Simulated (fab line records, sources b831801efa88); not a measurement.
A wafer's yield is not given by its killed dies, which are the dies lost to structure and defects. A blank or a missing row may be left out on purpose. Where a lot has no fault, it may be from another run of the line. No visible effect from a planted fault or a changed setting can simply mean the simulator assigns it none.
Problem report in the 8D (eight disciplines) form, filled by code :: flow sky130 :: the parts of the form that need people (team, actions taken, sign-off) are left out

## 1. WHAT WENT WRONG
Wafers free of any fault read 2569 (standard deviation 17) for LDD_N_TW at SKY_LDD_N_TW_MEAS_17, against a mean of 2417 on 6 wafers of 2 lots. That puts it -9.0 standard deviations away from the usual mean.
The first sign was on wafer L178.1 at day 20 00:13, on film_metro-01. Wafers with a number at this step in the record: 42, from 14 lots. The rule behind "out" and "out of limits": a value lying over 4 standard deviations away from the usual mean. All remaining wafers that have a number are taken as sound.

## 2. WHAT IT IS; WHAT IT IS NOT
question: which readings at this step
is: LDD_N_TW
is not: -

question: which lots
is: L178, L179
is not: L172, L174, L175, L183, L185, L187, L189, L190, L191, L192, L194, L195

question: which wafers of those lots
is: all that have a number
is not: -

question: read on which gauges
is: film_metro-01
is not: film_metro-03, film_metro-04

question: when
is: from day 20 00:13
is not: up to then (9 sound wafers); but 27 sound wafers of L183, L185, L187, L189, L190, L191, L192, L194, L195 came after

## 3. WHAT RULES OUT EACH SUSPECT
Counting: a tool at any process step up to the reading remains a suspect when it ran all the lots that are out and ran no sound lot after the first of those.
- ruled out: the gauge at SKY_LDD_N_TW_MEAS_17. All the wafers that are out were read on film_metro-01, but those of them that SKY_LDD_N_STRIP_16 has rows for are out there too, on other tools.
- plasma_asher-03 at SKY_VT_ADJUST_HVTR_STRIP_10 (strips in O2/N2): ruled out as a lasting fault. Sound lots L183, L190, L192, L195 ran on it after its first lot that is out, L178 (day 11 04:49).
- implanter-03 at SKY_LDD_N_IMPLANT_11: ruled out as a lasting fault. Sound lots L183, L187, L189, L191, L194 ran on it after its first lot that is out, L178 (day 19 23:22).
- plasma_asher-01 at SKY_LDD_N_STRIP_16 (strips in O2/N2): ruled out as a lasting fault. Sound lots L185, L192 ran on it after its first lot that is out, L178 (day 20 00:07).
Left after counting: nothing in the record.

## 4. THE CAUSE (what the simulator had put in)
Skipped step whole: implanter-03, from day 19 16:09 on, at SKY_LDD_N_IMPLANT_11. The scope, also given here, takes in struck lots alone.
The count ruled it out by mistake, since the rule takes a fault to strike every lot its tool runs from the start of the fault on, and this one did not do so.

## 5. SEQUENCE OF EFFECTS, ordered by route
Each row: a reading whose mean over the struck wafers that have a number lies more than 3 standard deviations from the usual. Only readings for which the record gives a usual standard deviation are gone through. hours: the time from each lot's start at the first step in this table that gives one to its start at this step, as a median over the lots. sigmas: the change in usual standard deviations.
hours: 0
step: SKY_LDD_N_STRIP_16
reading: strip_time_to_endpoint_s
usual: 4.315 s
on struck wafers: 4.145
change: -0.170
sigmas: -11

hours: 0
step: SKY_LDD_N_TW_MEAS_17
reading: LDD_N_TW
usual: 2569
on struck wafers: 2417
change: -152
sigmas: -9.0
It contains these process steps:
- SKY_LDD_N_STRIP_16: strips in O2/N2.
Readings that are blank on the struck wafers while sound wafers have them: beam_energy_keV at SKY_LDD_N_IMPLANT_11; beam_on_s at SKY_LDD_N_IMPLANT_11.

## 6. HOW IT WOULD HAVE BEEN CAUGHT EARLIER
The first out-of-limits reading at a measuring or inspecting step in this record came at day 20 00:13, 8 hours after the fault's start at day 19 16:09.
At SKY_LDD_N_IMPLANT_11 the tool's readings are blank on the struck wafers, where sound wafers have them: an empty tool record is the first sign, and it was there at once.
